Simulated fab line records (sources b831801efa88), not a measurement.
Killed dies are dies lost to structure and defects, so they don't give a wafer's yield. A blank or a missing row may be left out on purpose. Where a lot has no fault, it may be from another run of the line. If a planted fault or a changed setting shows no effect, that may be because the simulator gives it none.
fab line records || flow sky130
record {"lots": 5, "wafers": 15, "last-day": 50}
route steps=708 shown SD_N@346 SD_P@359
lots with no fault: from the same line, run without faults
start-h: hours from the record's opening day to when the first of the lot's shown wafers began || wait-h: hours elapsed since this lot's preceding step || " identical to the entry in the row above || L1.1+2: several wafers, shown together as one row || - no value, or no start was given || * or withheld: withheld || < > ~ a bound
route shown NAME@n: NAME is a module with steps in the file, n the number in the route of the first one || usual: mean and standard deviation over wafers with no fault || same: alike in all rows || chamber/n: place in a boat || sites: readings site by site || _std_site: the standard deviation of these || _edge_site: mean of outer sites minus mean of inner sites || radius-mm: for every site, how far away it sits from the centre of the wafer || mask NAME#n: copy n || behind: the tool/chamber that last shaped the wafer || hold: the reason the lot was held/the length of the hold in hours/how it ended || device: whichever transistor did not switch (one of n, p or np) || end of line: the tests these same wafers got at the end of their route || a step with no rows: only its recipe || killed: count of dies lost to structure and defects at first sort (not the wafer's yield) || map: a wafer's dies, marking killed ones x, the rest . and places with no die _
set.NAME: the setting as run; set.NAME@STEP: as run at that earlier step || model.NAME: the simulator's own value behind a step, which no gauge read
lots at selected steps of the route; one table per step, one row per wafer
services: a tool's chamber out of use, with start hour (start-h, from the record's first day; less than 0 if before it), hours out, and reason
## steps
# step SKY_SD_N_EXPOSE_04
# recipe {"mask-id": "NSDM", "na": 0.6, "source-shape": "conventional", "sigma-outer": 0.6, "polarization": "unpolarized", "target-cd-nm": 380, "dose-mj": 141}
# same {"sigma-outer": 0.6}
{"lot.wafer": "L076.2+4+6", "tool": "iline-stepper-02", "chamber": 0, "start-h": "-", "wait-h": "-", "mask": "NSDM#0"}
{"lot.wafer": "L086.2+3+6", "tool": "iline-stepper-02", "chamber": 0, "start-h": "-", "wait-h": "-", "mask": "NSDM#0"}
{"lot.wafer": "L088.2+4+6", "tool": "iline-stepper-02", "chamber": 0, "start-h": "-", "wait-h": "-", "mask": "NSDM#0"}
{"lot.wafer": "L091.4+5+6", "tool": "iline-stepper-01", "chamber": 0, "start-h": "-", "wait-h": "-", "mask": "NSDM#0"}
{"lot.wafer": "L097.1+2+3", "tool": "iline-stepper-01", "chamber": 0, "start-h": "-", "wait-h": "-", "mask": "NSDM#0"}
# step SKY_SD_N_PEB_05
# recipe {"temp-c": "withheld", "time-s": "*", "resist": "NOVOLAK"}
{"lot.wafer": "L076.2+4+6", "tool": "litho-track-04", "chamber": 0, "start-h": "-", "wait-h": "-"}
{"lot.wafer": "L086.2+3+6", "tool": "litho-track-01", "chamber": 0, "start-h": "-", "wait-h": "-"}
{"lot.wafer": "L088.2+4+6", "tool": "litho-track-04", "chamber": 0, "start-h": "-", "wait-h": "-"}
{"lot.wafer": "L091.4+5+6", "tool": "litho-track-02", "chamber": 0, "start-h": "-", "wait-h": "-"}
{"lot.wafer": "L097.1+2+3", "tool": "litho-track-01", "chamber": 0, "start-h": "-", "wait-h": "-"}
# step SKY_SD_N_DEVELOP_06
# recipe {"resist": "NOVOLAK", "developer": "TMAH", "develop-time-s": 60, "dev-temp-c": 23}
{"lot.wafer": "L076.2+4+6", "tool": "litho-track-04", "chamber": 0, "start-h": 659.44, "wait-h": 0.1}
{"lot.wafer": "L086.2+3+6", "tool": "litho-track-01", "chamber": 0, "start-h": 751.80, "wait-h": 0.1}
{"lot.wafer": "L088.2+4+6", "tool": "litho-track-04", "chamber": 0, "start-h": 756.99, "wait-h": 0.1}
{"lot.wafer": "L091.4+5+6", "tool": "litho-track-02", "chamber": 0, "start-h": 784.10, "wait-h": 0.1}
{"lot.wafer": "L097.1+2+3", "tool": "litho-track-01", "chamber": 0, "start-h": 826.27, "wait-h": 0.1}
# step SKY_SD_N_CD_MEAS_07
# recipe {"target-cd-nm": 380}
# usual {"cd-nm": "379.5/2.8"}
{"lot.wafer": "L076.2", "tool": "cd-sem-01", "chamber": "-", "start-h": 659.59, "wait-h": 0.1, "cd-nm": 378.4}
{"lot.wafer": "L076.4", "tool": "cd-sem-01", "chamber": "-", "start-h": 659.59, "wait-h": 0.1, "cd-nm": 380.3}
{"lot.wafer": "L076.6", "tool": "cd-sem-01", "chamber": "-", "start-h": 659.59, "wait-h": 0.1, "cd-nm": 379.6}
{"lot.wafer": "L086.2", "tool": "cd-sem-02", "chamber": "-", "start-h": 751.95, "wait-h": 0.1, "cd-nm": 382.2}
{"lot.wafer": "L086.3", "tool": "cd-sem-02", "chamber": "-", "start-h": 751.95, "wait-h": 0.1, "cd-nm": 379.1}
{"lot.wafer": "L086.6", "tool": "cd-sem-02", "chamber": "-", "start-h": 751.95, "wait-h": 0.1, "cd-nm": 383.2}
{"lot.wafer": "L088.2", "tool": "cd-sem-02", "chamber": "-", "start-h": 757.14, "wait-h": 0.1, "cd-nm": 381.6}
{"lot.wafer": "L088.4", "tool": "cd-sem-02", "chamber": "-", "start-h": 757.14, "wait-h": 0.1, "cd-nm": 379.3}
{"lot.wafer": "L088.6", "tool": "cd-sem-02", "chamber": "-", "start-h": 757.14, "wait-h": 0.1, "cd-nm": 380.4}
{"lot.wafer": "L091.4", "tool": "cd-sem-02", "chamber": "-", "start-h": 784.24, "wait-h": 0.1, "cd-nm": 379.4}
{"lot.wafer": "L091.5", "tool": "cd-sem-02", "chamber": "-", "start-h": 784.24, "wait-h": 0.1, "cd-nm": 379.7}
{"lot.wafer": "L091.6", "tool": "cd-sem-02", "chamber": "-", "start-h": 784.24, "wait-h": 0.1, "cd-nm": 379.4}
{"lot.wafer": "L097.1", "tool": "cd-sem-02", "chamber": "-", "start-h": 826.42, "wait-h": 0.1, "cd-nm": 377.8}
{"lot.wafer": "L097.2", "tool": "cd-sem-02", "chamber": "-", "start-h": 826.42, "wait-h": 0.1, "cd-nm": 380.4}
{"lot.wafer": "L097.3", "tool": "cd-sem-02", "chamber": "-", "start-h": 826.42, "wait-h": 0.1, "cd-nm": 383.4}
# step SKY_SD_N_OVL_MEAS_08
# usual {"SD_N_OVL": "0.0/1.5"}
{"lot.wafer": "L076.2", "tool": "overlay-01", "chamber": "-", "start-h": 659.69, "wait-h": 0.1, "SD_N_OVL[nm]": 0.4}
{"lot.wafer": "L076.4", "tool": "overlay-01", "chamber": "-", "start-h": 659.69, "wait-h": 0.1, "SD_N_OVL[nm]": -1.4}
{"lot.wafer": "L076.6", "tool": "overlay-01", "chamber": "-", "start-h": 659.69, "wait-h": 0.1, "SD_N_OVL[nm]": 0.7}
{"lot.wafer": "L086.2", "tool": "overlay-01", "chamber": "-", "start-h": 752.06, "wait-h": 0.1, "SD_N_OVL[nm]": -0.5}
{"lot.wafer": "L086.3", "tool": "overlay-01", "chamber": "-", "start-h": 752.06, "wait-h": 0.1, "SD_N_OVL[nm]": -1.5}
{"lot.wafer": "L086.6", "tool": "overlay-01", "chamber": "-", "start-h": 752.06, "wait-h": 0.1, "SD_N_OVL[nm]": 1.8}
{"lot.wafer": "L088.2", "tool": "overlay-02", "chamber": "-", "start-h": 757.24, "wait-h": 0.1, "SD_N_OVL[nm]": -0.7}
{"lot.wafer": "L088.4", "tool": "overlay-02", "chamber": "-", "start-h": 757.24, "wait-h": 0.1, "SD_N_OVL[nm]": -0.5}
{"lot.wafer": "L088.6", "tool": "overlay-02", "chamber": "-", "start-h": 757.24, "wait-h": 0.1, "SD_N_OVL[nm]": 1.2}
{"lot.wafer": "L091.4", "tool": "overlay-02", "chamber": "-", "start-h": 784.32, "wait-h": 0.1, "SD_N_OVL[nm]": 1.0}
{"lot.wafer": "L091.5", "tool": "overlay-02", "chamber": "-", "start-h": 784.32, "wait-h": 0.1, "SD_N_OVL[nm]": 1.4}
{"lot.wafer": "L091.6", "tool": "overlay-02", "chamber": "-", "start-h": 784.32, "wait-h": 0.1, "SD_N_OVL[nm]": 2.5}
{"lot.wafer": "L097.1", "tool": "overlay-02", "chamber": "-", "start-h": 826.54, "wait-h": 0.1, "SD_N_OVL[nm]": 0.8}
{"lot.wafer": "L097.2", "tool": "overlay-02", "chamber": "-", "start-h": 826.54, "wait-h": 0.1, "SD_N_OVL[nm]": 1.5}
{"lot.wafer": "L097.3", "tool": "overlay-02", "chamber": "-", "start-h": 826.54, "wait-h": 0.1, "SD_N_OVL[nm]": 0.7}
# step SKY_SD_N_IMPLANT_09
# recipe {"species": "As", "energy-kev": 50, "dose-cm2": 4e+15, "tilt-deg": 0}
# usual {"beam-energy-keV": "50.003/0.014"}
# same {"implant-ion-amu": 75}
{"lot.wafer": "L076.2", "tool": "implanter-04", "chamber": 0, "start-h": 659.75, "wait-h": 0.0, "beam-energy-keV": 49.979}
{"lot.wafer": "L076.4", "tool": "implanter-04", "chamber": 0, "start-h": 659.75, "wait-h": 0.0, "beam-energy-keV": 49.998}
{"lot.wafer": "L076.6", "tool": "implanter-04", "chamber": 0, "start-h": 659.75, "wait-h": 0.0, "beam-energy-keV": 49.997}
{"lot.wafer": "L086.2", "tool": "implanter-04", "chamber": 0, "start-h": 752.11, "wait-h": 0.0, "beam-energy-keV": 50.010}
{"lot.wafer": "L086.3", "tool": "implanter-04", "chamber": 0, "start-h": 752.11, "wait-h": 0.0, "beam-energy-keV": 50.006}
{"lot.wafer": "L086.6", "tool": "implanter-04", "chamber": 0, "start-h": 752.11, "wait-h": 0.0, "beam-energy-keV": 50.029}
{"lot.wafer": "L088.2", "tool": "implanter-02", "chamber": 0, "start-h": 757.30, "wait-h": 0.0, "beam-energy-keV": 50.003}
{"lot.wafer": "L088.4", "tool": "implanter-02", "chamber": 0, "start-h": 757.30, "wait-h": 0.0, "beam-energy-keV": 50.008}
{"lot.wafer": "L088.6", "tool": "implanter-02", "chamber": 0, "start-h": 757.30, "wait-h": 0.0, "beam-energy-keV": 49.999}
{"lot.wafer": "L091.4", "tool": "implanter-04", "chamber": 0, "start-h": 784.41, "wait-h": 0.1, "beam-energy-keV": 49.997}
{"lot.wafer": "L091.5", "tool": "implanter-04", "chamber": 0, "start-h": 784.41, "wait-h": 0.1, "beam-energy-keV": 50.001}
{"lot.wafer": "L091.6", "tool": "implanter-04", "chamber": 0, "start-h": 784.41, "wait-h": 0.1, "beam-energy-keV": 50.003}
{"lot.wafer": "L097.1", "tool": "implanter-02", "chamber": 0, "start-h": 826.58, "wait-h": 0.0, "beam-energy-keV": 50.010}
{"lot.wafer": "L097.2", "tool": "implanter-02", "chamber": 0, "start-h": 826.58, "wait-h": 0.0, "beam-energy-keV": 49.995}
{"lot.wafer": "L097.3", "tool": "implanter-02", "chamber": 0, "start-h": 826.58, "wait-h": 0.0, "beam-energy-keV": 49.996}
# step SKY_SD_N_IMPLANT_10
# recipe {"species": "P", "energy-kev": 20, "dose-cm2": 1e+14, "tilt-deg": 0}
# usual {"beam-energy-keV": "20.000/0.0055"}
# same {"implant-ion-amu": 31}
{"lot.wafer": "L076.2", "tool": "implanter-04", "chamber": 0, "start-h": 659.90, "wait-h": 0.1, "beam-energy-keV": 19.999}
{"lot.wafer": "L076.4", "tool": "implanter-04", "chamber": 0, "start-h": 659.90, "wait-h": 0.1, "beam-energy-keV": 19.997}
{"lot.wafer": "L076.6", "tool": "implanter-04", "chamber": 0, "start-h": 659.90, "wait-h": 0.1, "beam-energy-keV": 19.998}
{"lot.wafer": "L086.2", "tool": "implanter-04", "chamber": 0, "start-h": 752.26, "wait-h": 0.1, "beam-energy-keV": 20.004}
{"lot.wafer": "L086.3", "tool": "implanter-04", "chamber": 0, "start-h": 752.26, "wait-h": 0.1, "beam-energy-keV": 19.999}
{"lot.wafer": "L086.6", "tool": "implanter-04", "chamber": 0, "start-h": 752.26, "wait-h": 0.1, "beam-energy-keV": 19.995}
{"lot.wafer": "L088.2", "tool": "implanter-02", "chamber": 0, "start-h": 757.45, "wait-h": 0.1, "beam-energy-keV": 20.001}
{"lot.wafer": "L088.4", "tool": "implanter-02", "chamber": 0, "start-h": 757.45, "wait-h": 0.1, "beam-energy-keV": 20.008}
{"lot.wafer": "L088.6", "tool": "implanter-02", "chamber": 0, "start-h": 757.45, "wait-h": 0.1, "beam-energy-keV": 19.999}
{"lot.wafer": "L091.4", "tool": "implanter-04", "chamber": 0, "start-h": 784.56, "wait-h": 0.1, "beam-energy-keV": 19.991}
{"lot.wafer": "L091.5", "tool": "implanter-04", "chamber": 0, "start-h": 784.56, "wait-h": 0.1, "beam-energy-keV": 20.000}
{"lot.wafer": "L091.6", "tool": "implanter-04", "chamber": 0, "start-h": 784.56, "wait-h": 0.1, "beam-energy-keV": 19.996}
{"lot.wafer": "L097.1", "tool": "implanter-02", "chamber": 0, "start-h": 826.73, "wait-h": 0.1, "beam-energy-keV": 19.998}
{"lot.wafer": "L097.2", "tool": "implanter-02", "chamber": 0, "start-h": 826.73, "wait-h": 0.1, "beam-energy-keV": 19.997}
{"lot.wafer": "L097.3", "tool": "implanter-02", "chamber": 0, "start-h": 826.73, "wait-h": 0.1, "beam-energy-keV": 19.997}
# step SKY_SD_N_STRIP_11
# recipe {"chemistry": "O2/N2", "power-w": 1400, "pressure-mtorr": 1500, "platen-temp-c": "withheld", "o2-flow-sccm": 3000, "n2-flow-sccm": 300, "overash-fraction": 0.5}
# usual {"drypump-motor-current-A": "5.69/0.28", "oes-product-au": "0.527/0.0043", "strip-time-to-endpoint-s": "22.54/0.052"}
{"lot.wafer": "L076.2", "tool": "plasma-asher-04", "chamber": 0, "start-h": 660.02, "wait-h": 0.1, "drypump-motor-current-A": 5.99, "oes-product-au": 0.534, "rf-hours-counter-h": 91, "strip-time-to-endpoint-s": 22.51}
{"lot.wafer": "L076.4", "tool": "plasma-asher-04", "chamber": 0, "start-h": 660.02, "wait-h": 0.1, "drypump-motor-current-A": 5.99, "oes-product-au": 0.538, "rf-hours-counter-h": "-", "strip-time-to-endpoint-s": 22.52}
{"lot.wafer": "L076.6", "tool": "plasma-asher-04", "chamber": 0, "start-h": 660.02, "wait-h": 0.1, "drypump-motor-current-A": 5.99, "oes-product-au": 0.524, "rf-hours-counter-h": "-", "strip-time-to-endpoint-s": 22.50}
{"lot.wafer": "L086.2", "tool": "plasma-asher-04", "chamber": 1, "start-h": 752.39, "wait-h": 0.1, "drypump-motor-current-A": 5.51, "oes-product-au": 0.529, "rf-hours-counter-h": 1, "strip-time-to-endpoint-s": 22.53}
{"lot.wafer": "L086.3", "tool": "plasma-asher-04", "chamber": 1, "start-h": 752.39, "wait-h": 0.1, "drypump-motor-current-A": 5.51, "oes-product-au": 0.527, "rf-hours-counter-h": "-", "strip-time-to-endpoint-s": 22.53}
{"lot.wafer": "L086.6", "tool": "plasma-asher-04", "chamber": 1, "start-h": 752.39, "wait-h": 0.1, "drypump-motor-current-A": 5.52, "oes-product-au": 0.529, "rf-hours-counter-h": "-", "strip-time-to-endpoint-s": 22.55}
{"lot.wafer": "L088.2", "tool": "plasma-asher-01", "chamber": 1, "start-h": 757.57, "wait-h": 0.1, "drypump-motor-current-A": 5.84, "oes-product-au": 0.526, "rf-hours-counter-h": 34, "strip-time-to-endpoint-s": 22.52}
{"lot.wafer": "L088.4", "tool": "plasma-asher-01", "chamber": 1, "start-h": 757.57, "wait-h": 0.1, "drypump-motor-current-A": 5.83, "oes-product-au": 0.532, "rf-hours-counter-h": "-", "strip-time-to-endpoint-s": 22.47}
{"lot.wafer": "L088.6", "tool": "plasma-asher-01", "chamber": 1, "start-h": 757.57, "wait-h": 0.1, "drypump-motor-current-A": 5.83, "oes-product-au": 0.527, "rf-hours-counter-h": "-", "strip-time-to-endpoint-s": 22.52}
{"lot.wafer": "L091.4", "tool": "plasma-asher-04", "chamber": 1, "start-h": 784.67, "wait-h": 0.1, "drypump-motor-current-A": 5.51, "oes-product-au": 0.531, "rf-hours-counter-h": "-", "strip-time-to-endpoint-s": 22.54}
{"lot.wafer": "L091.5", "tool": "plasma-asher-04", "chamber": 1, "start-h": 784.67, "wait-h": 0.1, "drypump-motor-current-A": 5.51, "oes-product-au": 0.529, "rf-hours-counter-h": "-", "strip-time-to-endpoint-s": 22.49}
{"lot.wafer": "L091.6", "tool": "plasma-asher-04", "chamber": 0, "start-h": 784.67, "wait-h": 0.1, "drypump-motor-current-A": 5.96, "oes-product-au": 0.526, "rf-hours-counter-h": "-", "strip-time-to-endpoint-s": 22.53}
{"lot.wafer": "L097.1", "tool": "plasma-asher-04", "chamber": 1, "start-h": 826.88, "wait-h": 0.1, "drypump-motor-current-A": 5.52, "oes-product-au": 0.523, "rf-hours-counter-h": 7, "strip-time-to-endpoint-s": 22.59}
{"lot.wafer": "L097.2", "tool": "plasma-asher-04", "chamber": 0, "start-h": 826.88, "wait-h": 0.1, "drypump-motor-current-A": 5.97, "oes-product-au": 0.529, "rf-hours-counter-h": 7, "strip-time-to-endpoint-s": 22.63}
{"lot.wafer": "L097.3", "tool": "plasma-asher-04", "chamber": 1, "start-h": 826.88, "wait-h": 0.1, "drypump-motor-current-A": 5.50, "oes-product-au": 0.523, "rf-hours-counter-h": "-", "strip-time-to-endpoint-s": 22.57}
# step SKY_SD_N_TW_MEAS_12
# usual {"SD_N_TW": "3961/30"}
{"lot.wafer": "L076.2", "tool": "film-metro-01", "chamber": "-", "start-h": 660.13, "wait-h": 0.1, "SD_N_TW": 3950}
{"lot.wafer": "L076.4", "tool": "film-metro-01", "chamber": "-", "start-h": 660.13, "wait-h": 0.1, "SD_N_TW": 3961}
{"lot.wafer": "L076.6", "tool": "film-metro-01", "chamber": "-", "start-h": 660.13, "wait-h": 0.1, "SD_N_TW": 3963}
{"lot.wafer": "L086.2", "tool": "film-metro-01", "chamber": "-", "start-h": 752.50, "wait-h": 0.1, "SD_N_TW": 3958}
{"lot.wafer": "L086.3", "tool": "film-metro-01", "chamber": "-", "start-h": 752.50, "wait-h": 0.1, "SD_N_TW": 3932}
{"lot.wafer": "L086.6", "tool": "film-metro-01", "chamber": "-", "start-h": 752.50, "wait-h": 0.1, "SD_N_TW": 3950}
{"lot.wafer": "L088.2", "tool": "film-metro-01", "chamber": "-", "start-h": 757.68, "wait-h": 0.1, "SD_N_TW": 3930}
{"lot.wafer": "L088.4", "tool": "film-metro-01", "chamber": "-", "start-h": 757.68, "wait-h": 0.1, "SD_N_TW": 3906}
{"lot.wafer": "L088.6", "tool": "film-metro-01", "chamber": "-", "start-h": 757.68, "wait-h": 0.1, "SD_N_TW": 3942}
{"lot.wafer": "L091.4", "tool": "film-metro-04", "chamber": "-", "start-h": 784.77, "wait-h": 0.1, "SD_N_TW": 3978}
{"lot.wafer": "L091.5", "tool": "film-metro-04", "chamber": "-", "start-h": 784.77, "wait-h": 0.1, "SD_N_TW": 3973}
{"lot.wafer": "L091.6", "tool": "film-metro-04", "chamber": "-", "start-h": 784.77, "wait-h": 0.1, "SD_N_TW": 3989}
{"lot.wafer": "L097.1", "tool": "film-metro-04", "chamber": "-", "start-h": 826.98, "wait-h": 0.1, "SD_N_TW": 3938}
{"lot.wafer": "L097.2", "tool": "film-metro-04", "chamber": "-", "start-h": 826.98, "wait-h": 0.1, "SD_N_TW": 3926}
{"lot.wafer": "L097.3", "tool": "film-metro-04", "chamber": "-", "start-h": 826.98, "wait-h": 0.1, "SD_N_TW": 3930}
# step SKY_SD_N_CLEAN_13
# recipe {"chemistry": "SC1/SC2", "mix": "1:4:20", "temp-c": 70, "time-s": 150, "dry": "n2-spin"}
{"lot.wafer": "L076.2+4+6", "tool": "wet-bench-01", "chamber": 2, "start-h": 660.18, "wait-h": 0.0}
{"lot.wafer": "L086.2+3+6", "tool": "wet-bench-03", "chamber": 2, "start-h": 752.55, "wait-h": 0.0}
{"lot.wafer": "L088.2+4+6", "tool": "wet-bench-03", "chamber": 2, "start-h": 757.73, "wait-h": 0.0}
{"lot.wafer": "L091.4+5+6", "tool": "wet-bench-02", "chamber": 2, "start-h": 784.80, "wait-h": 0.0}
{"lot.wafer": "L097.1+2+3", "tool": "wet-bench-02", "chamber": 1, "start-h": 827.04, "wait-h": 0.1}
# step SKY_SD_N_RTA_14
# recipe {"temp-c": 1075, "time-s": 2, "idle-temp-c": 650, "ramp-up-c-per-s": 150, "ramp-down-c-per-s": 90, "ambient": "N2"}
# usual {"lamp-power-pct": "15.74/0.052", "wafer_temp_C_max": "1078.1/1.4"}
{"lot.wafer": "L076.2", "tool": "rtp-anneal-01", "chamber": 0, "start-h": 660.24, "wait-h": 0.0, "lamp-power-pct": 15.71, "wafer_temp_C_max": 1077.8}
{"lot.wafer": "L076.4", "tool": "rtp-anneal-01", "chamber": 0, "start-h": 660.24, "wait-h": 0.0, "lamp-power-pct": 15.75, "wafer_temp_C_max": 1077.6}
{"lot.wafer": "L076.6", "tool": "rtp-anneal-01", "chamber": 0, "start-h": 660.24, "wait-h": 0.0, "lamp-power-pct": 15.77, "wafer_temp_C_max": 1077.6}
{"lot.wafer": "L086.2", "tool": "rtp-anneal-02", "chamber": 0, "start-h": 752.61, "wait-h": 0.0, "lamp-power-pct": 15.74, "wafer_temp_C_max": 1078.8}
{"lot.wafer": "L086.3", "tool": "rtp-anneal-02", "chamber": 0, "start-h": 752.61, "wait-h": 0.0, "lamp-power-pct": 15.73, "wafer_temp_C_max": 1080.0}
{"lot.wafer": "L086.6", "tool": "rtp-anneal-02", "chamber": 0, "start-h": 752.61, "wait-h": 0.0, "lamp-power-pct": 15.75, "wafer_temp_C_max": 1079.7}
{"lot.wafer": "L088.2", "tool": "rtp-anneal-02", "chamber": 0, "start-h": 757.79, "wait-h": 0.0, "lamp-power-pct": 15.83, "wafer_temp_C_max": 1078.6}
{"lot.wafer": "L088.4", "tool": "rtp-anneal-02", "chamber": 0, "start-h": 757.79, "wait-h": 0.0, "lamp-power-pct": 15.77, "wafer_temp_C_max": 1077.8}
{"lot.wafer": "L088.6", "tool": "rtp-anneal-02", "chamber": 0, "start-h": 757.79, "wait-h": 0.0, "lamp-power-pct": 15.79, "wafer_temp_C_max": 1078.2}
{"lot.wafer": "L091.4", "tool": "rtp-anneal-01", "chamber": 0, "start-h": 784.87, "wait-h": 0.0, "lamp-power-pct": 15.68, "wafer_temp_C_max": 1081.4}
{"lot.wafer": "L091.5", "tool": "rtp-anneal-01", "chamber": 0, "start-h": 784.87, "wait-h": 0.0, "lamp-power-pct": 15.69, "wafer_temp_C_max": 1078.2}
{"lot.wafer": "L091.6", "tool": "rtp-anneal-01", "chamber": 0, "start-h": 784.87, "wait-h": 0.0, "lamp-power-pct": 15.83, "wafer_temp_C_max": 1076.3}
{"lot.wafer": "L097.1", "tool": "rtp-anneal-01", "chamber": 0, "start-h": 827.09, "wait-h": 0.0, "lamp-power-pct": 15.68, "wafer_temp_C_max": 1076.3}
{"lot.wafer": "L097.2", "tool": "rtp-anneal-01", "chamber": 0, "start-h": 827.09, "wait-h": 0.0, "lamp-power-pct": 15.69, "wafer_temp_C_max": 1077.8}
{"lot.wafer": "L097.3", "tool": "rtp-anneal-01", "chamber": 0, "start-h": 827.09, "wait-h": 0.0, "lamp-power-pct": 15.77, "wafer_temp_C_max": 1075.7}
# step SKY_SD_N_RS_MEAS_16
# recipe {"thk-meas-gauge": "four-point-probe"}
# usual {"SD_N_RS": "68.54/0.15"}
{"lot.wafer": "L076.2", "tool": "film-metro-02", "chamber": "-", "start-h": 660.43, "wait-h": 0.1, "SD_N_RS[ohm/sq]": 68.68}
{"lot.wafer": "L076.4", "tool": "film-metro-02", "chamber": "-", "start-h": 660.43, "wait-h": 0.1, "SD_N_RS[ohm/sq]": 68.63}
{"lot.wafer": "L076.6", "tool": "film-metro-02", "chamber": "-", "start-h": 660.43, "wait-h": 0.1, "SD_N_RS[ohm/sq]": 68.65}
{"lot.wafer": "L086.2", "tool": "film-metro-04", "chamber": "-", "start-h": 752.79, "wait-h": 0.1, "SD_N_RS[ohm/sq]": 68.48}
{"lot.wafer": "L086.3", "tool": "film-metro-04", "chamber": "-", "start-h": 752.79, "wait-h": 0.1, "SD_N_RS[ohm/sq]": 68.56}
{"lot.wafer": "L086.6", "tool": "film-metro-04", "chamber": "-", "start-h": 752.79, "wait-h": 0.1, "SD_N_RS[ohm/sq]": 68.46}
{"lot.wafer": "L088.2", "tool": "film-metro-01", "chamber": "-", "start-h": 757.98, "wait-h": 0.1, "SD_N_RS[ohm/sq]": 68.40}
{"lot.wafer": "L088.4", "tool": "film-metro-01", "chamber": "-", "start-h": 757.98, "wait-h": 0.1, "SD_N_RS[ohm/sq]": 68.35}
{"lot.wafer": "L088.6", "tool": "film-metro-01", "chamber": "-", "start-h": 757.98, "wait-h": 0.1, "SD_N_RS[ohm/sq]": 68.40}
{"lot.wafer": "L091.4", "tool": "film-metro-04", "chamber": "-", "start-h": 785.08, "wait-h": 0.1, "SD_N_RS[ohm/sq]": 68.37}
{"lot.wafer": "L091.5", "tool": "film-metro-04", "chamber": "-", "start-h": 785.08, "wait-h": 0.1, "SD_N_RS[ohm/sq]": 68.33}
{"lot.wafer": "L091.6", "tool": "film-metro-04", "chamber": "-", "start-h": 785.08, "wait-h": 0.1, "SD_N_RS[ohm/sq]": 68.43}
{"lot.wafer": "L097.1", "tool": "film-metro-04", "chamber": "-", "start-h": 827.26, "wait-h": 0.1, "SD_N_RS[ohm/sq]": 68.42}
{"lot.wafer": "L097.2", "tool": "film-metro-04", "chamber": "-", "start-h": 827.26, "wait-h": 0.1, "SD_N_RS[ohm/sq]": 68.45}
{"lot.wafer": "L097.3", "tool": "film-metro-04", "chamber": "-", "start-h": 827.26, "wait-h": 0.1, "SD_N_RS[ohm/sq]": 68.51}
# step SKY_SD_N_RS_MEAS_17
# recipe {"thk-meas-gauge": "four-point-probe"}
# usual {"SD_P_RS": "147.1/0.43"}
{"lot.wafer": "L076.2", "tool": "film-metro-02", "chamber": "-", "start-h": 660.55, "wait-h": 0.1, "SD_P_RS[ohm/sq]": 147.4}
{"lot.wafer": "L076.4", "tool": "film-metro-02", "chamber": "-", "start-h": 660.55, "wait-h": 0.1, "SD_P_RS[ohm/sq]": 147.1}
{"lot.wafer": "L076.6", "tool": "film-metro-02", "chamber": "-", "start-h": 660.55, "wait-h": 0.1, "SD_P_RS[ohm/sq]": 147.3}
{"lot.wafer": "L086.2", "tool": "film-metro-04", "chamber": "-", "start-h": 752.91, "wait-h": 0.1, "SD_P_RS[ohm/sq]": 147.0}
{"lot.wafer": "L086.3", "tool": "film-metro-04", "chamber": "-", "start-h": 752.91, "wait-h": 0.1, "SD_P_RS[ohm/sq]": 147.3}
{"lot.wafer": "L086.6", "tool": "film-metro-04", "chamber": "-", "start-h": 752.91, "wait-h": 0.1, "SD_P_RS[ohm/sq]": 146.8}
{"lot.wafer": "L088.2", "tool": "film-metro-01", "chamber": "-", "start-h": 758.10, "wait-h": 0.1, "SD_P_RS[ohm/sq]": 147.4}
{"lot.wafer": "L088.4", "tool": "film-metro-01", "chamber": "-", "start-h": 758.10, "wait-h": 0.1, "SD_P_RS[ohm/sq]": 146.8}
{"lot.wafer": "L088.6", "tool": "film-metro-01", "chamber": "-", "start-h": 758.10, "wait-h": 0.1, "SD_P_RS[ohm/sq]": 146.6}
{"lot.wafer": "L091.4", "tool": "film-metro-04", "chamber": "-", "start-h": 785.20, "wait-h": 0.1, "SD_P_RS[ohm/sq]": 146.3}
{"lot.wafer": "L091.5", "tool": "film-metro-04", "chamber": "-", "start-h": 785.20, "wait-h": 0.1, "SD_P_RS[ohm/sq]": 146.8}
{"lot.wafer": "L091.6", "tool": "film-metro-04", "chamber": "-", "start-h": 785.20, "wait-h": 0.1, "SD_P_RS[ohm/sq]": 146.6}
{"lot.wafer": "L097.1", "tool": "film-metro-04", "chamber": "-", "start-h": 827.38, "wait-h": 0.1, "SD_P_RS[ohm/sq]": 147.0}
{"lot.wafer": "L097.2", "tool": "film-metro-04", "chamber": "-", "start-h": 827.38, "wait-h": 0.1, "SD_P_RS[ohm/sq]": 147.0}
{"lot.wafer": "L097.3", "tool": "film-metro-04", "chamber": "-", "start-h": 827.38, "wait-h": 0.1, "SD_P_RS[ohm/sq]": 146.4}
## services
{"tool": "implanter-04", "chamber": "-", "start-h": 626.52, "hours": 2.5, "kind": "repair"}
{"tool": "iline-stepper-02", "chamber": "-", "start-h": 640.11, "hours": 1.7, "kind": "pm"}
{"tool": "implanter-04", "chamber": "-", "start-h": 641.75, "hours": 5.6, "kind": "pm"}
{"tool": "plasma-asher-04", "chamber": "-", "start-h": 682.13, "hours": 2.8, "kind": "repair"}
{"tool": "iline-stepper-02", "chamber": 0, "start-h": 693.25, "hours": "-", "kind": "calibration"}
{"tool": "rtp-anneal-01", "chamber": "-", "start-h": 694.59, "hours": 4.0, "kind": "pm"}
{"tool": "implanter-04", "chamber": "-", "start-h": 699.37, "hours": 1.5, "kind": "repair"}
{"tool": "implanter-04", "chamber": "-", "start-h": 718.11, "hours": 2.1, "kind": "repair"}
{"tool": "implanter-04", "chamber": "-", "start-h": 730.04, "hours": 10.7, "kind": "pm"}
{"tool": "plasma-asher-04", "chamber": "-", "start-h": 733.75, "hours": 9.0, "kind": "pm"}
{"tool": "plasma-asher-04", "chamber": 0, "start-h": 733.75, "hours": 9.0, "kind": "vent-cycle"}
{"tool": "plasma-asher-04", "chamber": 1, "start-h": 733.75, "hours": 9.0, "kind": "vent-cycle"}
{"tool": "plasma-asher-01", "chamber": "-", "start-h": 738.13, "hours": 1.7, "kind": "repair"}
{"tool": "plasma-asher-04", "chamber": 0, "start-h": 742.75, "hours": "-", "kind": "clean"}
{"tool": "plasma-asher-04", "chamber": 1, "start-h": 742.75, "hours": "-", "kind": "clean"}
{"tool": "implanter-04", "chamber": "-", "start-h": 749.91, "hours": 1.8, "kind": "repair"}
{"tool": "iline-stepper-01", "chamber": 0, "start-h": 771.51, "hours": "-", "kind": "calibration"}
{"tool": "implanter-04", "chamber": "-", "start-h": 772.26, "hours": 4.5, "kind": "pm"}
{"tool": "plasma-asher-04", "chamber": "-", "start-h": 786.38, "hours": 6.1, "kind": "repair"}
{"tool": "iline-stepper-01", "chamber": "-", "start-h": 793.46, "hours": 1.7, "kind": "pm"}
{"tool": "rtp-anneal-02", "chamber": "-", "start-h": 800.26, "hours": 3.5, "kind": "pm"}
{"tool": "plasma-asher-04", "chamber": "-", "start-h": 808.40, "hours": 8.5, "kind": "repair"}
## key
fault none
